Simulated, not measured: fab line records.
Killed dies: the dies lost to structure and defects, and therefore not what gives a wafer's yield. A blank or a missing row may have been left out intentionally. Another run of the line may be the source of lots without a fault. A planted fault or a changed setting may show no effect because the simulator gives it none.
Code-filled problem report in 8D (eight disciplines) form	flow gf180mcu	the parts of the form that need people (team, actions taken, sign-off) are left out

## 1. PROBLEM STATEMENT
Wafers without a fault read 33.000 s, standard deviation 0.0087; overpolish run s at GF_STI_CMP_25 reads a mean of 38.528 s on 3 wafers belonging to 3 lots. So: +99 or more standard deviations from the usual mean.
The step: polishes, stops on Si3N4, t overpolish 33 s, target thk 524.6 nm.
Earliest sighting: wafer L102.1 on cmp-01 at day 4 22:48. The record has a number at this step for 42 wafers belonging to 14 lots. The rule behind "out" and "out of limits": a value lying over 4 standard deviations away from the usual mean. Any other wafer with a number is counted as sound.

## 2. WHAT IT IS, WHAT IT ISN'T
question	is	is not
which readings at this step	overpolish run s	motor current A
which lots	L102, L103, L105	L106, L108, L110, L989, L990, L991, L992, L993, L994, L995, L996
which wafers of those lots	L102.1, L103.2, L105.1	L102.3, L102.6, L103.1, L103.4, L105.3, L105.6
read on which tools	cmp-01	cmp-02
when	from day 4 22:48	up to then (26 sound wafers); but 13 sound wafers of L103, L105, L106, L108, L110 came after

## 3. THE SUSPECTS, EACH WITH WHAT RULES IT OUT
Counting: if a tool at a process step up to the reading ran every lot that is out, it stays a suspect. Sound lots after the first of them don't rule it out here, since some wafers of a struck lot are sound.
- cmp-01 at GF_STI_CMP_25 (polishes, stops on Si3N4, t overpolish 33 s, target thk 524.6 nm): kept. It ran every lot that is out, first L102 (day 4 22:48); its last sound lot up to then is L993 (day 3 00:26). On those wafers its own readings are out: overpolish run s.
- cmp-01, GF_STI_CMP_25: wafers that are out in chamber 2, sound lot-mates in chambers 0, 1, 3.
Left after counting: cmp-01 at GF_STI_CMP_25.

## 4. THE CAUSE (what the simulator had put in)
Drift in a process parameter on cmp-01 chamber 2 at GF_STI_CMP_25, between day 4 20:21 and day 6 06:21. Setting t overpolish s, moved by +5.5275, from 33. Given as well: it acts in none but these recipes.
Only this tool survived the counting.

## 5. SEQUENCE OF EFFECTS, ordered by route
Each row: a reading whose mean over the struck wafers that have a number lies more than 3 standard deviations from the usual. Only readings for which the record gives a usual standard deviation are gone through. hours: the time from each lot's start at the first step in this table that gives one to its start at this step, as a median over the lots. sigmas: the change in usual standard deviations.
hours	step	reading	usual	on struck wafers	change	sigmas
0	GF_STI_CMP_25	overpolish run s	33.000 s	38.528	+5.528	+99 or more
The process steps in it:
- GF_STI_CMP_25: polishes, stops on Si3N4, t overpolish 33 s, target thk 524.6 nm.
Later steps that measure or inspect, where all struck wafers having a row at the step show a number for every such reading and not one has moved that far: GF_V4_THK_MEAS_01.

## 6. HOW IT WOULD HAVE BEEN CAUGHT EARLIER
In this record the first reading out of limits was taken at day 4 22:48, 2 hours after the fault began at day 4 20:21.
